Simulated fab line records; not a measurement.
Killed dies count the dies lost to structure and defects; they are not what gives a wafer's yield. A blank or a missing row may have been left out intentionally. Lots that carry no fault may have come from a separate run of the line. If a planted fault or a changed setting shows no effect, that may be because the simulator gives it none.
Comparing a struck lot with a sound one :: flow sky130 :: 20 out of 708 route steps
Sound: these wafers, L945.1, L945.3, L945.6. The struck wafers were L956.1, L956.5, L956.6. The cause is given at the end.
Each step with rows lists, per side, the tool, then ch with its chambers, then its first start. Under that, the readings that differ: sound wafers :: struck wafers :: difference of the means :: sigmas: that difference in standard deviations of wafers without a fault.
alike: words and numbers the same on both sides, and readings whose means are apart by under 2 such deviations; not compared: readings that were withheld, readings missing a value for some wafer, numbers with overlapping values and no deviation given by the record, and bounds like >300 which may hide the same value.
Wherever a step has rows on one side only, a row that says differs or no value, or a row with sigmas, the two part there. Numbers that don't overlap but have no deviation are shown without sigmas and don't part them. A reading missing from all wafers of one side parts the sides only when that side holds two or more wafers.

SKY_POLY_GATE_CD_MEAS_22:
  sound: cdSem-01 at day 17 19:06; struck: cdSem-02 at day 22 01:22
  alike: cdNm
then, 7 steps without rows for these wafers: SKY_LDD_N_DEHYDRATE_00 (time 60 s); SKY_LDD_N_HMDS_01 (prime time 60 s); SKY_LDD_N_COAT_02 (resist thk 300 nm); SKY_LDD_N_SOFTBAKE_03 (time 60 s); SKY_LDD_N_EXPOSE_04 (exposes mask NTM, target cd 840 nm); SKY_LDD_N_PEB_05; SKY_LDD_N_DEVELOP_06 (develop time 60 s).
SKY_LDD_N_OVL_MEAS_07:
  sound: overlay-02 at day 19 00:34; struck: overlay-02 at day 23 07:31
  alike: LDD_N_OVL
then, 3 steps without rows for these wafers: SKY_LDD_N_IMPLANT_08; SKY_LDD_N_IMPLANT_09; SKY_LDD_N_IMPLANT_10.
SKY_LDD_N_IMPLANT_11:
  sound on implanter-04 ch 0, day 19 01:03; struck on implanter-04 ch 0, day 23 08:00
reading: beamOnS (s)
sound: 10.34 10.19 9.92
struck: 13.14 13.26 13.11
difference: +3.02
sigmas: +14

reading: doseIonsCm2
sound: 7.507e+13 7.509e+13 7.503e+13
struck: 1.0971e+14 1.0957e+14 1.0959e+14
difference: +3.4560e+13
sigmas: +99 or more

reading: faradayCurrentUA
sound: 411 414 427
struck: 469 466 471
difference: +51
sigmas: +6
then, 4 steps without rows for these wafers: SKY_LDD_N_IMPLANT_12; SKY_LDD_N_IMPLANT_13; SKY_LDD_N_IMPLANT_14; SKY_LDD_N_IMPLANT_15.
SKY_LDD_N_STRIP_16: strips in O2/N2.
  sound on plasmaAsher-02 ch 0,1, day 19 01:48; struck on plasmaAsher-01 ch 0,1, day 23 08:45
reading: stripTimeToEndpointS (s)
sound: 4.321 4.294 4.326
struck: 4.401 4.401 4.406
difference: +0.089
sigmas: +6
  alike: drypumpMotorCurrentA, oesProductAu
  not compared: rfHoursCounterH
SKY_LDD_N_TW_MEAS_17:
  sound: filmMetro-02 at day 19 01:54; struck: filmMetro-03 at day 23 08:51
reading: LDD_N_TW
sound: 2562 2569 2552
struck: 2621 2624 2630
difference: +64
sigmas: +3
-- the record jumps here: 26 days lie between the struck wafers' starts before and after (it left off in module LDD_N and takes up again in module PAD_OPEN, whose first step shown is number 708 of the route) --
SKY_PAD_OPEN_PROBE_99:
  sound: prober-01 at day 46 16:59; struck: prober-01 at day 49 09:15
reading: model.etest.tipN.rsOhmSq
sound: 437.8 438.2 440.2
struck: 412.8 412.4 414.8
difference: -25.4
sigmas: 
  alike: killed_at_M0_to_M3, killed_at_M4_up, killedAtContacts, killedAtFrontEnd, killedAtOther, killedDies, killedOpen, killedShort

== WHERE THEY PART ==
Earliest at SKY_LDD_N_IMPLANT_11; latest, in this record, at SKY_LDD_N_TW_MEAS_17. Later steps at which nothing parts them and some readings are alike: SKY_PAD_OPEN_PROBE_99.

WHY: what had been put in by the simulator
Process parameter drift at SKY_LDD_N_IMPLANT_11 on implanter-04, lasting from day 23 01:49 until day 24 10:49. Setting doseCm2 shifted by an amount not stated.
